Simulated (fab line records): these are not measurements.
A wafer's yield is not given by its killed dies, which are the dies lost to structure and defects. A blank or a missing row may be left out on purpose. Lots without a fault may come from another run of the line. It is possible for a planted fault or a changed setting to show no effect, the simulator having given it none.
Shared-tool check -- flow gf180mcu -- 12 lots, 36 wafers sampled

== WHAT PROMPTED THE OPENING ==
2 of 12 lots carry a flag on the reading NSD_RS at GF_PSD_RS_MEAS_14. Wafers without a fault read 46.12 ohm/sq, standard deviation 0.12.
Rule: a lot is flagged when every wafer of it that has a number lies more than 4 standard deviations from that mean, or none has a number. The other lots count as sound.

lot,measured,on,"NSD_RS (ohm/sq), wafer by wafer",flag
L495,day 14 23:40,film_metro-04,46.23 46.19 46.08,
L496,day 15 02:59,film_metro-04,46.20 46.19 46.23,
L497,day 15 15:29,film_metro-03,46.11 46.11 46.15,
L498,day 16 00:19,film_metro-01,46.19 46.18 46.19,
L499,day 16 05:29,film_metro-04,46.26 46.22 46.26,
L501,day 17 04:47,film_metro-01,45.96 45.90 45.89,
L502,day 17 12:02,film_metro-01,46.05 45.98 45.87,
L510,day 20 12:11,film_metro-01,49.48 49.45 49.48,FLAGGED
L511,day 20 14:49,film_metro-04,49.72 49.75 49.73,FLAGGED
L512,day 20 21:05,film_metro-03,46.10 46.13 46.23,
L514,day 21 14:07,film_metro-04,46.17 46.14 46.17,
L515,day 22 07:41,film_metro-01,45.95 46.09 46.05,
On average the flagged lots' numbers are 49.60 ohm/sq, which is +3.48 ohm/sq against the usual, or +29 standard deviations.

== TOOL THAT RAN EACH LOT ==
2 process steps preceding the reading are held in the record, out of 602 steps in the route. Every cell lists first the tool, next ch and the chambers used by the sampled wafers, and last the start.
lot,flag,GF_VT_IMPLANT_RTA_45,GF_PSD_RTA_13
L495,,"rtp_anneal-02 ch 0, day 8 04:19","rtp_anneal-01 ch 0, day 14 23:34"
L496,,"rtp_anneal-02 ch 0, day 8 06:23","rtp_anneal-02 ch 0, day 15 02:50"
L497,,"rtp_anneal-02 ch 0, day 8 17:40","rtp_anneal-01 ch 0, day 15 15:23"
L498,,"rtp_anneal-01 ch 0, day 8 21:47","rtp_anneal-01 ch 0, day 16 00:13"
L499,,"rtp_anneal-01 ch 0, day 9 03:35","rtp_anneal-02 ch 0, day 16 05:24"
L501,,"rtp_anneal-02 ch 0, day 9 21:40","rtp_anneal-02 ch 0, day 17 04:41"
L502,,"rtp_anneal-01 ch 0, day 10 03:20","rtp_anneal-02 ch 0, day 17 11:57"
L510,FLAGGED,"rtp_anneal-02 ch 0, day 12 12:16","rtp_anneal-01 ch 0, day 20 12:06"
L511,FLAGGED,"rtp_anneal-01 ch 0, day 12 12:32","rtp_anneal-01 ch 0, day 20 14:43"
L512,,"rtp_anneal-02 ch 0, day 12 19:38","rtp_anneal-02 ch 0, day 20 21:00"
L514,,"rtp_anneal-01 ch 0, day 13 10:44","rtp_anneal-02 ch 0, day 21 14:02"
L515,,"rtp_anneal-02 ch 0, day 13 23:47","rtp_anneal-02 ch 0, day 22 07:36"
What these steps do:
- GF_VT_IMPLANT_RTA_45: time 30 s.
- GF_PSD_RTA_13: time 20 s.
- GF_PSD_RS_MEAS_14: measures by four-point-probe.

== FLAGGED OVER TOTAL, TOOL BY TOOL (the gauges that took the reading come last) ==
step,tool,lots run,flagged,share of the flagged lots,sound lots run after its first flagged lot
GF_VT_IMPLANT_RTA_45,rtp_anneal-01,5,1,some,1 (L514)
GF_VT_IMPLANT_RTA_45,rtp_anneal-02,7,1,some,"2 (L512,L515)"
GF_PSD_RTA_13,rtp_anneal-01,5,2,all,0
GF_PSD_RTA_13,rtp_anneal-02,7,0,none,-
GF_PSD_RS_MEAS_14,film_metro-01,5,1,some,1 (L515)
GF_PSD_RS_MEAS_14,film_metro-03,2,0,none,-
GF_PSD_RS_MEAS_14,film_metro-04,5,1,some,1 (L514)

== WHAT THE TABLE ALLOWS ==
1 row of the table ran every flagged lot: rtp_anneal-01 at GF_PSD_RTA_13.
- rtp_anneal-01 at GF_PSD_RTA_13 ran 5 lots, 2 of them flagged. Its last sound lot is L498 (day 16 00:13), its first flagged lot L510 (day 20 12:06): a fault that began between those two fits. Its own readings (wafer_temp_C_max) fall more than 4 standard deviations out on all wafers of the flagged lots.
What remains is a single tool, rtp_anneal-01 at GF_PSD_RTA_13.

== WHAT HAD BEEN PUT IN BY THE SIMULATOR ==
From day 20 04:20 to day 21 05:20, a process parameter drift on rtp_anneal-01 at GF_PSD_RTA_13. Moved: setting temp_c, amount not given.
Lots struck among those shown: L510, L511. The rule given above showed the same thing.
